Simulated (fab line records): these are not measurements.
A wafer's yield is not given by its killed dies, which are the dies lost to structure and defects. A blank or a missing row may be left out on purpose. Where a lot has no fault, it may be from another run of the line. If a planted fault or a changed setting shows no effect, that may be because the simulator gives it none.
The tool behind it: which one?	flow sky130	14 lots with 42 wafers sampled at 2 steps, on a route of 708 steps

## WHAT EACH GAUGE READ, for each wafer
SKY_LOCAL_INTERCONNECT_THK_MEAS_02: measures by xrf.
lot	measured	on	LOCAL_INTERCONNECT_TIN_THK (nm)
L941	day 28 19:56	film metro-02	100.9 101.9 102.1
L942	day 29 15:58	film metro-02	103.2 102.6 101.5
L943	day 30 10:51	film metro-02	100.5 99.5 100.7
L944	day 30 18:54	film metro-01	101.4 100.0 100.5
L946	day 31 06:13	film metro-01	101.0 101.3 100.6
L953	day 33 14:36	film metro-02	104.2 104.3 104.2
L954	day 33 19:13	film metro-02	102.1 102.1 102.9
L955	day 33 20:28	film metro-01	102.4 99.9 99.7
L956	day 34 07:53	film metro-02	101.5 101.3 101.8
L957	day 34 12:16	film metro-01	103.4 104.3 102.0
L959	day 36 01:26	film metro-02	103.8 105.0 105.1
L961	day 36 09:01	film metro-02	103.5 101.8 104.0
L962	day 36 09:46	film metro-02	101.4 103.9 101.5
L960	day 36 13:13	film metro-02	101.2 99.7 102.5

## WHAT TOOL EACH LOT RAN ON (gives the tool, then ch and the chambers of the sampled wafers, and finally the start)
lot	SKY_LI_CONTACT_CMP_24
L941	cmp-01 ch 2,3, day 28 19:26
L942	cmp-02 ch 0,1,2, day 29 15:32
L943	cmp-02 ch 0,1,2, day 30 10:22
L944	cmp-01 ch 1,2,3, day 30 18:31
L946	cmp-01 ch 0,3, day 31 05:43
L953	cmp-02 ch 0,3, day 33 14:08
L954	cmp-01 ch 0,2,3, day 33 18:50
L955	cmp-01 ch 2,3, day 33 20:02
L956	cmp-01 ch 0,1, day 34 07:24
L957	cmp-01 ch 1,3, day 34 11:50
L959	cmp-02 ch 0,2,3, day 36 01:01
L961	cmp-01 ch 0,1,2, day 36 08:41
L962	cmp-01 ch 0,1,3, day 36 09:22
L960	cmp-01 ch 0,2,3, day 36 12:47
- SKY_LI_CONTACT_CMP_24: polishes, stops on PSG, t overpolish 20 s, target thk 0 nm.

## AS READ BY THE TOOLS THEMSELVES (means over the sampled wafers that have a number; for cases with no such wafer, the mark the record gives instead)
SKY_LI_CONTACT_CMP_24.
lot	tool	motor current A (A)	overpolish run s (s)	retaining ring pressure frac	time to endpoint s (s)
L941	cmp-01	11.2	19.999	0.999	92
L942	cmp-02	10.1	19.994	0.995	103
L943	cmp-02	9.9	19.997	0.997	99
L944	cmp-01	11.5	20.003	1.004	96
L946	cmp-01	12.3	19.997	0.999	98
L953	cmp-02	11.4	20.006	1.000	103
L954	cmp-01	11.9	20.009	0.993	95
L955	cmp-01	11.0	19.993	1.003	90
L956	cmp-01	12.1	19.995	1.002	96
L957	cmp-01	10.9	19.998	1.000	97
L959	cmp-02	11.7	19.999	1.000	100
L961	cmp-01	10.9	19.997	0.999	102
L962	cmp-01	11.5	20.002	1.004	98
L960	cmp-01	12.1	20.004	0.998	95

## THE ANSWER, worked out from the rows above alone
Rule: the usual values come from the lots themselves. The widest of any qualifying gaps counts: lots, ordered by their means at a reading, are off when they make up no more than a third of the lots, leave a main group of 4 or more, and stand apart from it by 3 or more times the standard deviation of that group's means. A main group whose means are all the same, to the digits that the tables above print for the reading, isn't used. Also off: a lot with no number at a reading for which 4 or more lots have one. Where the step has rows for the other lots, those lots are counted as sound. The gauges are gone through in route order, then the tools' own readings, and for those a lot's mean is taken as printed above. At the first step where some lot is off, the reading lying furthest off is the one used; lots without a number count as furthest.
No lot is off on any of the readings shown, so nothing can be concluded from this.

## WHAT HAD BEEN PUT IN BY THE SIMULATOR
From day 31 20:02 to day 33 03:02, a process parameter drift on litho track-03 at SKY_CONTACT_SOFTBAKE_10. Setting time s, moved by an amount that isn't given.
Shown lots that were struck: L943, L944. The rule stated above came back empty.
